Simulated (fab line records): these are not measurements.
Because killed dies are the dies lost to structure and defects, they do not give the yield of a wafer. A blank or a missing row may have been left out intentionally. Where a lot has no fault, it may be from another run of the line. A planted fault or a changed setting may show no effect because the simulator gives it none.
The tool behind it: which one?    flow sky130    at 1 step of a route of 708, 12 lots with 36 wafers sampled

== WHAT THE GAUGES READ, wafer by wafer ==
SKY_VIA3_OVL_MEAS_13.
lot   measured      on          VIA3_OVL (nm)
L484  day 39 18:49  overlay-02  -1 -1 -3
L485  day 40 08:17  overlay-02  1 -2 9
L487  day 40 18:35  overlay-02  0 5 2
L488  day 41 14:04  overlay-01  -11 -7 -5
L490  day 42 09:44  overlay-01  -4 5 3
L492  day 42 11:49  overlay-01  -2 0 4
L495  day 43 11:38  overlay-01  2 5 5
L497  day 43 17:16  overlay-01  4 5 6
L498  day 43 22:50  overlay-01  -9 -12 -7
L499  day 44 08:05  overlay-01  2 2 1
L500  day 44 13:52  overlay-01  7 2 13
L505  day 45 15:03  overlay-01  3 -3 10

== EACH LOT AND THE TOOL THAT RAN IT (in order: tool; ch and the chambers of the sampled wafers; start) ==
Before these readings, the record contains no process step.

== AS READ BY THE TOOLS THEMSELVES (means over the sampled wafers that have a number; for cases with no such wafer, the mark the record gives instead) ==
The record holds no such reading with a usual standard deviation.

== THE ANSWER, worked out from the rows above alone ==
Rule: what is usual is taken from the lots themselves. The widest of any qualifying gaps counts: lots, ordered by their means at a reading, are off when they make up no more than a third of the lots, leave a main group of 4 or more, and stand apart from it by 3 or more times the standard deviation of that group's means. If all means in a main group match to the digits the tables above print for the reading, that group is not used. A lot without any number at a reading at which 4 lots or more have one is off too. Where the step has rows for the other lots, those lots are counted as sound. First the gauges in route order, then the tools' own readings, where a lot's mean is used as printed above. The first step at which some lot is off is used, and at that step the reading that is off furthest; a lot without a number counts as furthest.
Nothing can be told from this: no lot is off at any reading shown.

== WHAT HAD BEEN PUT IN BY THE SIMULATOR ==
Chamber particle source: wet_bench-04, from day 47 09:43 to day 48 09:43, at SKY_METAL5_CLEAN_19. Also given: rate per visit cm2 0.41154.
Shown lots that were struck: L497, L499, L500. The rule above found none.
